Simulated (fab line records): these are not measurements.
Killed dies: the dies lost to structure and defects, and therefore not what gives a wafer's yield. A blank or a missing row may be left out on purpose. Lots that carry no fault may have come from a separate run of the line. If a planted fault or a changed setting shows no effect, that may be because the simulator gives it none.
The tool behind it: which one? | flow sky130 | Sampling: 12 lots, 36 wafers, 6 of 708 route steps

== WHAT EACH GAUGE READ, for each wafer ==
SKY_FIELD_ISO_THK_MEAS_23. Usual: FIELD_ISO_OXIDATION_01_THK gives 8.96 nm (standard deviation 0.22).
lot  | measured    | on            | FIELD_ISO_OXIDATION_01_THK (nm) | flag
L309 | day 2 05:29 | film_metro-04 | 9.31 9.28 9.23                  |
L310 | day 2 12:52 | film_metro-01 | 8.97 8.83 8.70                  |
L311 | day 2 18:17 | film_metro-03 | 8.49 8.48 8.49                  |
L314 | day 3 12:27 | film_metro-01 | 9.23 8.95 9.02                  |
L317 | day 4 02:05 | film_metro-03 | 9.09 9.11 9.08                  |
L318 | day 4 06:16 | film_metro-01 | 9.16 8.99 9.10                  |
L319 | day 4 10:20 | film_metro-04 | 9.14 9.09 9.10                  |
L320 | day 4 17:18 | film_metro-03 | 8.95 8.94 9.07                  |
L323 | day 5 07:35 | film_metro-01 | 9.12 8.91 8.86                  |
L326 | day 6 05:02 | film_metro-04 | 8.76 8.78 8.72                  |
L331 | day 7 00:41 | film_metro-04 | 8.84 8.57 8.70                  |
L332 | day 7 05:49 | film_metro-01 | 8.88 8.82 8.78                  |

SKY_NWELL_THK_MEAS_02. Usual: NWELL_OXIDATION_THK gives 9.92 nm (standard deviation 0.21).
lot  | measured    | on            | NWELL_OXIDATION_THK (nm) | flag
L309 | day 2 12:29 | film_metro-03 | 10.23 10.16 10.18        |
L310 | day 2 19:50 | film_metro-01 | 10.14 10.00 9.88         |
L311 | day 3 01:23 | film_metro-02 | 10.02 10.09 9.89         |
L314 | day 3 18:55 | film_metro-02 | 10.19 10.13 10.13        |
L317 | day 4 06:40 | film_metro-01 | 9.80 9.92 9.81           |
L318 | day 4 11:04 | film_metro-01 | 9.77 9.76 9.87           |
L319 | day 4 14:20 | film_metro-02 | 9.84 9.61 9.61           |
L320 | day 4 22:17 | film_metro-03 | 10.27 10.17 10.38        |
L323 | day 5 12:11 | film_metro-02 | 9.96 9.91 9.89           |
L326 | day 6 09:02 | film_metro-02 | 9.89 9.84 9.77           |
L331 | day 7 04:47 | film_metro-02 | 9.91 9.95 9.88           |
L332 | day 7 11:04 | film_metro-02 | 10.10 9.98 10.07         |

SKY_NWELL_TW_MEAS_15. Usual: NWELL_TW gives 1833 (standard deviation 15).
lot  | measured     | on            | NWELL_TW       | flag
L309 | day 4 14:19  | film_metro-03 | 1848 1838 1849 |
L310 | day 4 20:11  | film_metro-01 | 1850 1858 1853 |
L311 | day 5 03:25  | film_metro-01 | 1841 1837 1842 |
L314 | day 5 23:49  | film_metro-02 | 1811 1803 1800 |
L317 | day 6 14:52  | film_metro-02 | 1819 1817 1829 |
L318 | day 6 18:03  | film_metro-01 | 1922 1925 1932 | OFF
L319 | day 6 22:51  | film_metro-02 | 1818 1821 1816 |
L320 | day 7 06:57  | film_metro-01 | 1841 1845 1840 |
L323 | day 8 00:03  | film_metro-02 | 1874 1882 1883 | OFF
L326 | day 8 21:04  | film_metro-02 | 1814 1818 1815 |
L331 | day 9 20:02  | film_metro-02 | 1832 1807 1812 |
L332 | day 10 03:34 | film_metro-02 | 1812 1816 1807 |

SKY_NWELL_RS_MEAS_29: measurement is done with a four-point probe. Usual: NWELL_RS gives 622.9 ohm/sq (standard deviation 2.2).
lot  | measured     | on            | NWELL_RS (ohm/sq) | flag
L309 | day 5 07:55  | film_metro-01 | 625.0 622.6 623.9 |
L310 | day 5 13:45  | film_metro-02 | 620.8 621.3 620.7 |
L311 | day 5 21:37  | film_metro-02 | 619.1 619.1 620.9 |
L314 | day 6 19:17  | film_metro-01 | 624.3 624.3 623.3 |
L317 | day 7 10:11  | film_metro-02 | 620.9 621.9 623.4 |
L318 | day 7 14:25  | film_metro-02 | 582.6 581.6 582.2 | OFF
L319 | day 7 19:19  | film_metro-02 | 622.0 622.5 623.0 |
L320 | day 8 03:43  | film_metro-02 | 622.0 621.4 622.5 |
L323 | day 8 21:19  | film_metro-01 | 583.7 582.8 581.4 | OFF
L326 | day 9 18:29  | film_metro-03 | 622.5 621.4 622.3 |
L331 | day 10 18:57 | film_metro-03 | 624.6 627.0 625.5 |
L332 | day 11 02:48 | film_metro-03 | 626.8 626.8 625.6 |

== EACH LOT AND THE TOOL THAT RAN IT (in order: tool; ch and the chambers of the sampled wafers; start) ==
lot  | SKY_FIELD_ISO_CMP_27         | SKY_NWELL_IMPLANT_11
L309 | cmp-01 ch 0,1,3, day 2 08:55 | implanter-01 ch 0, day 4 13:46
L310 | cmp-02 ch 0,1,2, day 2 15:46 | implanter-02 ch 0, day 4 19:40
L311 | cmp-02 ch 0,1,2, day 2 21:19 | implanter-01 ch 0, day 5 02:52
L314 | cmp-02 ch 1,2,3, day 3 15:24 | implanter-01 ch 0, day 5 23:17
L317 | cmp-02 ch 1,2,3, day 4 03:49 | implanter-03 ch 0, day 6 14:20
L318 | cmp-01 ch 1,3, day 4 08:10   | implanter-03 ch 0, day 6 17:30
L319 | cmp-02 ch 0,3, day 4 12:02   | implanter-02 ch 0, day 6 22:18
L320 | cmp-02 ch 1,2,3, day 4 18:59 | implanter-01 ch 0, day 7 06:24
L323 | cmp-02 ch 1,2,3, day 5 09:24 | implanter-03 ch 0, day 7 23:30
L326 | cmp-01 ch 1,3, day 6 06:44   | implanter-02 ch 0, day 8 20:32
L331 | cmp-01 ch 1,3, day 7 02:25   | implanter-02 ch 0, day 9 19:31
L332 | cmp-02 ch 0,3, day 7 07:30   | implanter-02 ch 0, day 10 03:03
- SKY_FIELD_ISO_CMP_27: polishes, stops on Si3N4, t overpolish 16 s, target thk 457.8 nm.
- SKY_NWELL_IMPLANT_11

== WHAT THE TOOLS THEMSELVES READ (means of the sampled wafers that have a number; where no wafer has one, the mark that the record gives instead) ==
SKY_FIELD_ISO_CMP_27. Usual: motor_current_A 12.0 A, standard deviation 0.96; overpolish_run_s 16.000 s, standard deviation 0.0081; time_to_endpoint_s 113 s, standard deviation 3.3.
lot  | tool   | motor_current_A (A) | overpolish_run_s (s) | time_to_endpoint_s (s) | flag
L309 | cmp-01 | 12.7                | 15.996               | 116                    |
L310 | cmp-02 | 11.3                | 16.001               | 111                    |
L311 | cmp-02 | 11.3                | 16.013               | 112                    |
L314 | cmp-02 | 12.0                | 16.001               | 113                    |
L317 | cmp-02 | 12.0                | 16.003               | 116                    |
L318 | cmp-01 | 12.5                | 15.997               | 113                    |
L319 | cmp-02 | 11.1                | 15.994               | 114                    |
L320 | cmp-02 | 11.9                | 16.009               | 115                    |
L323 | cmp-02 | 12.1                | 16.002               | 111                    |
L326 | cmp-01 | 12.5                | 15.999               | 113                    |
L331 | cmp-01 | 12.3                | 16.003               | 113                    |
L332 | cmp-02 | 11.0                | 16.001               | 117                    |

SKY_NWELL_IMPLANT_11. Usual: dose_ions_cm2 1.9e+13, standard deviation 2e+10; faraday_current_uA 106.9, standard deviation 2.
lot  | tool         | dose_ions_cm2 | faraday_current_uA | flag
L309 | implanter-01 | 1.9e+13       | 106.0              |
L310 | implanter-02 | 1.9e+13       | 107.9              |
L311 | implanter-01 | 1.9e+13       | 105.7              |
L314 | implanter-01 | 1.9e+13       | 106.4              |
L317 | implanter-03 | 1.9e+13       | 104.2              |
L318 | implanter-03 | 2.1e+13       | 119.9              | OFF
L319 | implanter-02 | 1.9e+13       | 105.3              |
L320 | implanter-01 | 1.9e+13       | 108.0              |
L323 | implanter-03 | 2.1e+13       | 120.3              | OFF
L326 | implanter-02 | 1.9e+13       | 107.9              |
L331 | implanter-02 | 1.9e+13       | 107.1              |
L332 | implanter-02 | 1.9e+13       | 107.8              |

== THE ANSWER, worked out from the rows above alone ==
Rule: a lot counts as off when the mean over its wafers that have a number is more than 3 standard deviations away from the usual mean. Also off: a lot with no number at a reading for which 4 or more lots have one. All remaining lots with rows at the step are treated as sound. The gauges are gone through in route order, then the tools' own readings, and for those a lot's mean is taken as printed above. At the first step where some lot is off, the reading lying furthest off is the one used; lots without a number count as furthest.
Off: L318, L323, seen at SKY_NWELL_TW_MEAS_15 (NWELL_TW).
If a tool, at a process step before that reading, ran all the lots that are off and no sound lot after the first of them, it fits. The gauges at SKY_NWELL_TW_MEAS_15 aren't tried: what is off there is off at SKY_NWELL_IMPLANT_11 too, on other tools, and a gauge's error can't cause that. One candidate fits, namely implanter-03 at SKY_NWELL_IMPLANT_11. Its last sound lot is L317 (day 6 14:20), its first lot that is off L318 (day 6 17:30): a fault that began between those two fits.
The tool's own readings at SKY_NWELL_IMPLANT_11 bear it out: on the lots that are off they differ by more than 5 times the standard deviation of the sound lots' means. dose_ions_cm2 reads 2.1e+13 there against 1.9e+13 on the sound lots; faraday_current_uA reads 120.1 there against 106.6 on the sound lots.

== WHAT THE SIMULATOR HAD PUT IN ==
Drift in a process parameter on implanter-03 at SKY_NWELL_IMPLANT_11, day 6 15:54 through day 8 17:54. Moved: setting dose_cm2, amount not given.
Lots struck among those shown: L318, L323. The rule given above showed the same thing.
